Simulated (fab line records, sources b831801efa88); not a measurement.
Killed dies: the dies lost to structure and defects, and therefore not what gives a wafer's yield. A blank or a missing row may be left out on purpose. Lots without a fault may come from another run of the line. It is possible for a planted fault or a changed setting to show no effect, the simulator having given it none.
Which of the tools did it? | flow sky130 | 24 lots, 72 wafers sampled, at 5 steps of a route of 708

## WHAT THE GAUGES READ, wafer by wafer
SKY_CAP2M_THK_MEAS_01. Usual: CAP2M_CVD_00_THK 15.56 nm, standard deviation 0.23.
lot  | measured     | on            | CAP2M_CVD_00_THK (nm) | flag
L074 | day 39 10:58 | film_metro-03 | 15.43 15.28 15.08     |
L075 | day 39 20:40 | film_metro-04 | 15.27 15.66 15.67     |
L076 | day 40 03:55 | film_metro-04 | 15.16 15.39 15.55     |
L077 | day 40 20:34 | film_metro-04 | 15.61 15.42 15.78     |
L078 | day 40 22:20 | film_metro-04 | 15.24 15.47 15.51     |
L079 | day 41 02:48 | film_metro-04 | 15.45 15.56 15.51     |
L080 | day 41 10:10 | film_metro-03 | 15.50 15.83 15.74     |
L082 | day 42 18:54 | film_metro-03 | 15.69 15.62 15.79     |
L083 | day 42 20:26 | film_metro-03 | 15.53 15.67 15.74     |
L081 | day 42 21:20 | film_metro-03 | 15.63 15.53 15.78     |
L084 | day 42 21:42 | film_metro-03 | 15.34 15.52 15.53     |
L085 | day 43 04:38 | film_metro-03 | 15.48 15.67 15.68     |
L086 | day 43 21:08 | film_metro-02 | 15.59 15.77 15.77     |
L087 | day 44 01:43 | film_metro-02 | 14.95 15.12 15.28     |
L088 | day 44 03:25 | film_metro-04 | 15.62 15.31 15.75     |
L089 | day 44 10:06 | film_metro-03 | 15.24 15.71 15.36     |
L090 | day 44 16:02 | film_metro-03 | 15.26 15.74 15.47     |
L092 | day 44 17:58 | film_metro-02 | 15.40 15.76 15.87     |
L091 | day 44 19:50 | film_metro-04 | 15.53 15.57 15.64     |
L093 | day 45 05:47 | film_metro-04 | 15.41 15.09 15.39     |
L094 | day 45 07:19 | film_metro-03 | 15.57 15.83 16.05     |
L095 | day 45 12:08 | film_metro-03 | 15.34 15.54 15.56     |
L096 | day 45 22:10 | film_metro-04 | 15.72 15.71 15.67     |
L097 | day 46 00:02 | film_metro-03 | 15.89 16.00 15.48     |

SKY_CAP2M_RS_MEAS_03: uses a four-point probe to measure. Usual: CAP2M_TIN_RS 6.96 ohm/sq, standard deviation 0.063.
lot  | measured     | on            | CAP2M_TIN_RS (ohm/sq) | flag
L074 | day 39 11:08 | film_metro-02 | 6.98 6.99 6.91        |
L075 | day 39 20:51 | film_metro-03 | 6.98 6.89 6.92        |
L076 | day 40 04:05 | film_metro-02 | 6.97 7.04 6.99        |
L077 | day 40 20:44 | film_metro-03 | 6.98 7.03 6.96        |
L078 | day 40 22:32 | film_metro-02 | 6.87 6.94 6.87        |
L079 | day 41 02:58 | film_metro-04 | 6.94 6.88 6.93        |
L080 | day 41 10:20 | film_metro-04 | 6.91 6.94 7.04        |
L082 | day 42 19:05 | film_metro-04 | 6.95 7.06 6.97        |
L083 | day 42 20:36 | film_metro-02 | 7.05 7.01 7.03        |
L081 | day 42 21:30 | film_metro-04 | 7.06 7.01 6.99        |
L084 | day 42 21:53 | film_metro-04 | 6.92 6.96 6.92        |
L085 | day 43 04:49 | film_metro-03 | 6.99 6.94 6.94        |
L086 | day 43 21:19 | film_metro-04 | 7.00 7.01 7.07        |
L087 | day 44 01:54 | film_metro-02 | 6.86 6.87 6.84        |
L088 | day 44 03:35 | film_metro-02 | 6.86 6.89 6.87        |
L089 | day 44 10:17 | film_metro-04 | 7.08 7.06 7.00        |
L090 | day 44 16:13 | film_metro-02 | 6.95 6.92 6.97        |
L092 | day 44 18:09 | film_metro-04 | 6.86 6.83 6.88        |
L091 | day 44 20:00 | film_metro-04 | 6.85 6.93 6.89        |
L093 | day 45 05:57 | film_metro-02 | 6.97 6.92 6.93        |
L094 | day 45 07:31 | film_metro-02 | 7.01 6.96 7.01        |
L095 | day 45 12:18 | film_metro-04 | 6.95 7.00 6.97        |
L096 | day 45 22:20 | film_metro-03 | 6.95 6.96 7.02        |
L097 | day 46 00:13 | film_metro-03 | 7.00 7.05 7.01        |

SKY_VIA4_THK_MEAS_01. Usual: VIA4_HDPCVD_THK 1747 nm, standard deviation 15.
lot  | measured     | on            | VIA4_HDPCVD_THK (nm) | flag
L074 | day 41 13:44 | film_metro-02 | 1751 1748 1752       |
L075 | day 41 22:52 | film_metro-03 | 1745 1739 1742       |
L076 | day 42 06:29 | film_metro-02 | 1740 1726 1750       |
L077 | day 42 21:22 | film_metro-02 | 1745 1747 1768       |
L078 | day 42 23:56 | film_metro-03 | 1728 1736 1750       |
L079 | day 43 03:35 | film_metro-02 | 1767 1763 1757       |
L080 | day 43 11:10 | film_metro-01 | 1745 1758 1746       |
L082 | day 44 17:59 | film_metro-01 | 1763 1784 1753       |
L083 | day 44 19:09 | film_metro-02 | 1752 1751 1751       |
L081 | day 44 19:49 | film_metro-03 | 1772 1763 1771       |
L084 | day 44 19:59 | film_metro-01 | 1750 1725 1731       |
L085 | day 45 02:47 | film_metro-02 | 1739 1722 1764       |
L086 | day 45 18:25 | film_metro-01 | 1749 1754 1759       |
L087 | day 45 22:36 | film_metro-01 | 1743 1725 1756       |
L088 | day 46 01:22 | film_metro-02 | 1749 1740 1767       |
L089 | day 46 06:46 | film_metro-03 | 1749 1749 1737       |
L090 | day 46 10:53 | film_metro-03 | 1748 1729 1753       |
L092 | day 46 14:38 | film_metro-03 | 1754 1747 1768       |
L091 | day 46 15:31 | film_metro-03 | 1737 1738 1716       |
L093 | day 47 01:07 | film_metro-03 | 1769 1776 1740       |
L094 | day 47 02:04 | film_metro-02 | 1745 1755 1745       |
L095 | day 47 06:38 | film_metro-03 | 1749 1756 1715       |
L096 | day 47 16:16 | film_metro-01 | 1711 1750 1737       |
L097 | day 47 17:48 | film_metro-03 | 1777 1777 1758       |

SKY_VIA4_BOW_MEAS_03. Usual: VIA4_BOW 81 um, standard deviation 8.2.
lot  | measured     | on            | VIA4_BOW (um) | flag
L074 | day 41 14:06 | film_metro-03 | 63 76 76      |
L075 | day 41 23:14 | film_metro-02 | 77 81 77      |
L076 | day 42 06:52 | film_metro-02 | 79 77 91      |
L077 | day 42 21:48 | film_metro-02 | 82 67 78      |
L078 | day 43 00:28 | film_metro-02 | 93 86 96      |
L079 | day 43 03:57 | film_metro-03 | 80 73 73      |
L080 | day 43 11:33 | film_metro-02 | 74 88 77      |
L082 | day 44 18:21 | film_metro-01 | 79 85 74      |
L083 | day 44 19:31 | film_metro-03 | 74 92 93      |
L081 | day 44 20:10 | film_metro-02 | 73 81 83      |
L084 | day 44 20:33 | film_metro-02 | 92 89 92      |
L085 | day 45 03:10 | film_metro-03 | 75 74 71      |
L086 | day 45 18:47 | film_metro-01 | 82 75 80      |
L087 | day 45 22:59 | film_metro-03 | 81 80 79      |
L088 | day 46 02:01 | film_metro-02 | 71 83 74      |
L089 | day 46 07:22 | film_metro-03 | 83 78 86      |
L090 | day 46 11:15 | film_metro-01 | 90 92 92      |
L092 | day 46 15:00 | film_metro-02 | 88 87 80      |
L091 | day 46 15:52 | film_metro-03 | 68 79 76      |
L093 | day 47 01:29 | film_metro-02 | 95 75 74      |
L094 | day 47 02:26 | film_metro-02 | 74 77 86      |
L095 | day 47 06:59 | film_metro-02 | 85 83 86      |
L096 | day 47 16:38 | film_metro-03 | 94 92 84      |
L097 | day 47 18:10 | film_metro-02 | 85 68 75      |

## EACH LOT AND THE TOOL THAT RAN IT (in order: tool; ch and the chambers of the sampled wafers; start)
lot  | SKY_CAP2M_CVD_00
L074 | pecvd-03 ch 0,1,2, day 39 10:57
L075 | pecvd-04 ch 0,1, day 39 20:38
L076 | pecvd-04 ch 0,1,2, day 40 03:53
L077 | pecvd-04 ch 0,1,2, day 40 20:33
L078 | pecvd-03 ch 0,2, day 40 22:18
L079 | pecvd-01 ch 0,2, day 41 02:46
L080 | pecvd-01 ch 0,1,2, day 41 10:07
L082 | pecvd-04 ch 0,2, day 42 18:51
L083 | pecvd-01 ch 0,1,2, day 42 20:25
L081 | pecvd-03 ch 1,2, day 42 21:19
L084 | pecvd-04 ch 2, day 42 21:40
L085 | pecvd-03 ch 0,2, day 43 04:37
L086 | pecvd-01 ch 0,1,2, day 43 21:07
L087 | pecvd-03 ch 0,1, day 44 01:40
L088 | pecvd-04 ch 0,1,2, day 44 03:24
L089 | pecvd-03 ch 0,1,2, day 44 10:04
L090 | pecvd-04 ch 0,1,2, day 44 16:00
L092 | pecvd-01 ch 1,2, day 44 17:56
L091 | pecvd-04 ch 0,1,2, day 44 19:49
L093 | pecvd-03 ch 1,2, day 45 05:45
L094 | pecvd-01 ch 0,1,2, day 45 07:17
L095 | pecvd-04 ch 0,1, day 45 12:07
L096 | pecvd-01 ch 0,1,2, day 45 22:09
L097 | pecvd-04 ch 0,1,2, day 46 00:01
- SKY_CAP2M_CVD_00: deposits SiO2, target thk 15.5 nm.

## WHAT THE TOOLS THEMSELVES READ (means of the sampled wafers that have a number; where no wafer has one, the mark that the record gives instead)
SKY_CAP2M_CVD_00. Usual: heater_power_w 737 W, standard deviation 96; rf_fwd_power_W 442.2 W, standard deviation 2.5.
lot  | tool     | heater_power_w (W) | rf_fwd_power_W (W) | flag
L074 | pecvd-03 | 715                | 441.1              |
L075 | pecvd-04 | 692                | 443.7              |
L076 | pecvd-04 | 677                | 442.6              |
L077 | pecvd-04 | 674                | 444.1              |
L078 | pecvd-03 | 692                | 443.5              |
L079 | pecvd-01 | 793                | 437.3              |
L080 | pecvd-01 | 797                | 440.5              |
L082 | pecvd-04 | 792                | 443.8              |
L083 | pecvd-01 | 759                | 441.9              |
L081 | pecvd-03 | 654                | 441.6              |
L084 | pecvd-04 | 884                | 444.1              |
L085 | pecvd-03 | 718                | 442.9              |
L086 | pecvd-01 | 780                | 440.1              |
L087 | pecvd-03 | 799                | 444.6              |
L088 | pecvd-04 | 728                | 443.7              |
L089 | pecvd-03 | 722                | 441.6              |
L090 | pecvd-04 | 745                | 443.0              |
L092 | pecvd-01 | 856                | 440.9              |
L091 | pecvd-04 | 741                | 443.7              |
L093 | pecvd-03 | 684                | 440.7              |
L094 | pecvd-01 | 776                | 440.3              |
L095 | pecvd-04 | 681                | 444.6              |
L096 | pecvd-01 | 714                | 440.3              |
L097 | pecvd-04 | 734                | 444.1              |

## THE ANSWER, worked out from the rows above alone
Rule: take the mean of a lot's wafers that have a number; if it is more than 3 standard deviations from the usual mean, the lot is off. A lot without any number at a reading at which 4 lots or more have one is off too. Where the step has rows for the other lots, those lots are counted as sound. The gauges are gone through in route order, then the tools' own readings, and for those a lot's mean is taken as printed above. The first step at which some lot is off is used, and at that step the reading that is off furthest; a lot without a number counts as furthest.
Across all readings shown, no lot is off: no conclusion can be drawn from this.

## WHAT THE SIMULATOR HAD PUT IN
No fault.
